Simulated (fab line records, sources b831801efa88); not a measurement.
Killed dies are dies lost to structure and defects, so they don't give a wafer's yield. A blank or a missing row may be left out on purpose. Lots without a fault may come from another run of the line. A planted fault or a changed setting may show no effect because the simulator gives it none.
fab line records | flow sky130 | part 2 of 2: steps 28 to 38 of 38
record lots=5 wafers=15 last_day=50
route steps=708 shown FIELD_ISO@31 NWELL@32 DNWELL@35 PWDE@45
lots that met no fault: from a run of the same line without faults
start_h: hours from the record's first day to the start of the lot's first wafer shown | wait_h: hours since the lot's step before | " the same as in the row above | L1.1+2: a row that stands for several wafers | - no value, or no start given | * or withheld: withheld | < > ~ a bound
route shown NAME@n: a module of which the file shows steps, and the number in the route of the first | usual: mean/standard deviation of fault-free wafers | same: alike in all rows | chamber/n: place in a boat | sites: the reading at each site | _std_site: their standard deviation | _edge_site: outer sites' mean less inner sites' | radius_mm: how far each site lies from the wafer's centre | mask NAME#n: copy n | behind: the tool/chamber that last shaped the wafer | hold: why the lot was held/for how many hours/how that ended | device: the transistor (n, p or np) that didn't switch | end of line: the same wafers' tests at the end of the route | a step without rows: its recipe alone | killed: dies lost to structure and defects at the first sort, not the wafer's yield | map: a wafer's dies, x killed, . not, _ none there
set.NAME: the setting as run; set.NAME@STEP: as run at that earlier step | model.NAME: the simulator's own value behind a step, which no gauge read
lots at some steps of the route; a table a step, a row a wafer
services: from which hour (start_h, from the record's first day; less than 0 if before it) a tool's chamber was out of use, for how many hours, and why
## steps
# step SKY_NWELL_COAT_05
# recipe spin_rpm=2000 resist_thk_nm=3000
# usual resist_line_temp_C=23.01/0.096
# columns lot.wafer tool chamber start_h wait_h resist_line_temp_C
L074.2 litho_track-01 0 50.09 0.1 23.16
L074.3 " 0 " " 23.07
L074.5 " 0 " " 23.16
L077.2 litho_track-04 0 88.93 0.1 22.96
L077.3 " 0 " " 23.11
L077.6 " 0 " " 23.05
L078.1 litho_track-04 0 89.86 0.1 23.02
L078.4 " 0 " " 23.19
L078.5 " 0 " " 22.99
L082.1 litho_track-02 0 124.40 0.1 23.06
L082.3 " 0 " " 22.90
L082.4 " 0 " " 22.99
L094.2 litho_track-02 0 202.78 0.1 23.12
L094.3 " 0 " " 22.94
L094.5 " 0 " " 23.19
# step SKY_NWELL_SOFTBAKE_06
# recipe temp_c=110 time_s=withheld
# usual resist_line_temp_C=22.99/0.1
# columns lot.wafer tool chamber start_h wait_h resist_line_temp_C
L074.2 litho_track-01 0 50.25 0.1 22.96
L074.3 " 0 " " 23.06
L074.5 " 0 " " 22.94
L077.2 litho_track-04 0 89.09 0.1 22.82
L077.3 " 0 " " 22.61
L077.6 " 0 " " 22.86
L078.1 litho_track-04 0 90.01 0.1 22.97
L078.4 " 0 " " 22.91
L078.5 " 0 " " 23.06
L082.1 litho_track-02 0 124.55 0.1 23.12
L082.3 " 0 " " 23.05
L082.4 " 0 " " 23.11
L094.2 litho_track-02 0 202.94 0.1 22.96
L094.3 " 0 " " 22.92
L094.5 " 0 " " 22.97
# step SKY_NWELL_EXPOSE_07
# recipe mask_id=NWM na=0.6 source_shape=conventional sigma_outer=0.6 polarization=unpolarized target_cd_nm=840 dose_mj=255
# usual stage_vel_mm_s=500.04/0.26
# columns lot.wafer tool chamber start_h wait_h mask stage_vel_mm_s
L074.2 iline_stepper-01 0 - - NWM#0 499.76
L074.3 " 0 " " NWM#0 500.09
L074.5 " 0 " " NWM#0 499.72
L077.2 iline_stepper-01 0 - - NWM#0 499.84
L077.3 " 0 " " NWM#0 500.28
L077.6 " 0 " " NWM#0 499.94
L078.1 iline_stepper-02 0 - - NWM#0 500.18
L078.4 " 0 " " NWM#0 500.12
L078.5 " 0 " " NWM#0 499.69
L082.1 iline_stepper-01 0 - - NWM#0 500.27
L082.3 " 0 " " NWM#0 499.90
L082.4 " 0 " " NWM#0 499.85
L094.2 iline_stepper-01 0 - - NWM#0 499.25
L094.3 " 0 " " NWM#0 499.70
L094.5 " 0 " " NWM#0 499.86
# step SKY_NWELL_PEB_08
# recipe temp_c=115 time_s=withheld
# usual resist_line_temp_C=22.98/0.12
# columns lot.wafer tool chamber start_h wait_h resist_line_temp_C
L074.2 litho_track-01 0 - - 23.22
L074.3 " 0 " " 23.14
L074.5 " 0 " " 22.95
L077.2 litho_track-02 0 - - 23.08
L077.3 " 0 " " 23.20
L077.6 " 0 " " 22.95
L078.1 litho_track-02 0 - - 22.76
L078.4 " 0 " " 23.01
L078.5 " 0 " " 22.90
L082.1 litho_track-04 0 - - 23.07
L082.3 " 0 " " 23.03
L082.4 " 0 " " 23.04
L094.2 litho_track-02 0 - - 23.03
L094.3 " 0 " " 23.00
L094.5 " 0 " " 23.02
# step SKY_NWELL_DEVELOP_09
# recipe wall_angle_deg=90 developer=TMAH develop_time_s=60 dev_temp_c=23
# usual resist_line_temp_C=22.98/0.11
# columns lot.wafer tool chamber start_h wait_h resist_line_temp_C
L074.2 litho_track-01 0 - - 22.87
L074.3 " 0 " " 22.87
L074.5 " 0 " " 23.17
L077.2 litho_track-02 0 - - 22.94
L077.3 " 0 " " 22.83
L077.6 " 0 " " 23.06
L078.1 litho_track-02 0 - - 22.92
L078.4 " 0 " " 23.10
L078.5 " 0 " " 22.94
L082.1 litho_track-04 0 - - 22.87
L082.3 " 0 " " 22.89
L082.4 " 0 " " 23.05
L094.2 litho_track-02 0 - - 23.03
L094.3 " 0 " " 22.96
L094.5 " 0 " " 22.95
# step SKY_NWELL_OVL_MEAS_10
# usual NWELL_00_OVL=0.4/1.4
# columns lot.wafer tool chamber start_h wait_h NWELL_00_OVL[nm]
L074.2 overlay-01 - 57.82 - 0.5
L074.3 " - " " 1.1
L074.5 " - " " 0.4
L077.2 overlay-01 - 97.86 - 0.6
L077.3 " - " " 1.2
L077.6 " - " " -0.5
L078.1 overlay-02 - 98.85 - -1.2
L078.4 " - " " -0.5
L078.5 " - " " -2.1
L082.1 overlay-02 - 134.41 - -0.4
L082.3 " - " " -0.2
L082.4 " - " " 1.1
L094.2 overlay-02 - 213.91 - 1.3
L094.3 " - " " 0.4
L094.5 " - " " 1.9
# step SKY_NWELL_IMPLANT_11
# recipe species=P energy_kev=400 dose_cm2=1.9e+13 tilt_deg=withheld
# columns lot.wafer tool chamber start_h wait_h
L074.2+3+5 implanter-02 0 57.88 0.0
L077.2+3+6 implanter-03 0 97.91 0.0
L078.1+4+5 implanter-01 0 98.89 0.0
L082.1+3+4 implanter-03 0 134.44 0.0
L094.2+3+5 implanter-02 0 213.96 0.0
# step SKY_NWELL_IMPLANT_12
# recipe species=P energy_kev=120 dose_cm2=1.3e+12 tilt_deg=withheld
# columns lot.wafer tool chamber start_h wait_h
L074.2+3+5 implanter-02 0 58.03 0.1
L077.2+3+6 implanter-03 0 98.06 0.1
L078.1+4+5 implanter-01 0 99.04 0.1
L082.1+3+4 implanter-03 0 134.59 0.1
L094.2+3+5 implanter-02 0 214.11 0.1
# step SKY_NWELL_IMPLANT_13
# recipe species=P energy_kev=50 dose_cm2=7e+11 tilt_deg=withheld
# columns lot.wafer tool chamber start_h wait_h
L074.2+3+5 implanter-02 0 58.18 0.1
L077.2+3+6 implanter-03 0 98.21 0.1
L078.1+4+5 implanter-01 0 99.19 0.1
L082.1+3+4 implanter-03 0 134.74 0.1
L094.2+3+5 implanter-02 0 214.26 0.1
# step SKY_NWELL_STRIP_14
# recipe chemistry=O2/N2 power_w=1400 pressure_mtorr=1500 platen_temp_c=withheld o2_flow_sccm=3000 n2_flow_sccm=300 overash_fraction=0.5
# usual drypump_motor_current_A=5.9/0.46 oes_product_au=0.722/0.0049 strip_time_to_endpoint_s=36.92/0.09
# columns lot.wafer tool chamber start_h wait_h drypump_motor_current_A oes_product_au rf_hours_counter_h strip_time_to_endpoint_s
L074.2 plasma_asher-04 0 58.30 0.1 6.3 0.727 38 36.77
L074.3 " 0 " " 6.3 0.725 - 36.76
L074.5 " 1 " " 5.1 0.723 - 36.83
L077.2 plasma_asher-01 1 98.34 0.1 5.9 0.728 38 37.04
L077.3 " 0 " " 5.4 0.720 - 36.95
L077.6 " 0 " " 5.4 0.725 - 37.00
L078.1 plasma_asher-02 0 99.34 0.1 6.4 0.721 28 36.94
L078.4 " 1 " " 6.3 0.722 - 36.93
L078.5 " 1 " " 6.3 0.730 - 37.04
L082.1 plasma_asher-02 1 134.89 0.1 6.3 0.722 32 36.79
L082.3 " 1 " " 6.3 0.734 - 36.80
L082.4 " 0 " " 6.4 0.729 - 36.85
L094.2 plasma_asher-01 0 214.39 0.1 5.4 0.725 50 36.78
L094.3 " 0 " " 5.4 0.718 - 36.91
L094.5 " 1 " " 5.9 0.723 - 36.84
# step SKY_NWELL_TW_MEAS_15
# usual NWELL_TW=1824/16
# columns lot.wafer tool chamber start_h wait_h NWELL_TW
L074.2 film_metro-02 - 58.41 0.1 1847
L074.3 " - " " 1836
L074.5 " - " " 1845
L077.2 film_metro-02 - 98.45 0.1 1837
L077.3 " - " " 1830
L077.6 " - " " 1838
L078.1 film_metro-01 - 99.44 0.1 1830
L078.4 " - " " 1818
L078.5 " - " " 1822
L082.1 film_metro-01 - 134.99 0.1 1812
L082.3 " - " " 1814
L082.4 " - " " 1821
L094.2 film_metro-03 - 214.50 0.1 1800
L094.3 " - " " 1806
L094.5 " - " " 1798
## services
# columns tool chamber start_h hours kind
wet_bench-03 - 10.08 1.9 pm
iline_stepper-02 - 25.14 1.7 pm
iline_stepper-01 - 43.94 1.3 repair
implanter-02 - 45.17 3.8 pm
iline_stepper-01 - 74.00 2.2 repair
iline_stepper-01 - 79.24 1.7 pm
implanter-03 - 111.64 3.8 repair
iline_stepper-01 - 116.50 0.7 repair
furnace-02 - 124.06 3.4 pm
iline_stepper-02 - 136.27 2.4 repair
implanter-01 - 149.30 3.6 pm
implanter-02 - 153.53 9.4 repair
implanter-02 - 153.93 1.7 repair
implanter-04 - 154.69 4.6 pm
plasma_asher-04 - 155.72 13.8 repair
implanter-02 - 162.88 9.9 pm
implanter-01 - 168.70 4.5 repair
furnace-01 - 178.38 5.2 repair
wet_bench-01 - 185.57 1.9 pm
iline_stepper-01 - 195.42 1.3 repair
iline_stepper-02 - 202.11 9.9 repair
wet_bench-04 - 208.08 3.7 repair
furnace-01 - 208.13 2.5 pm
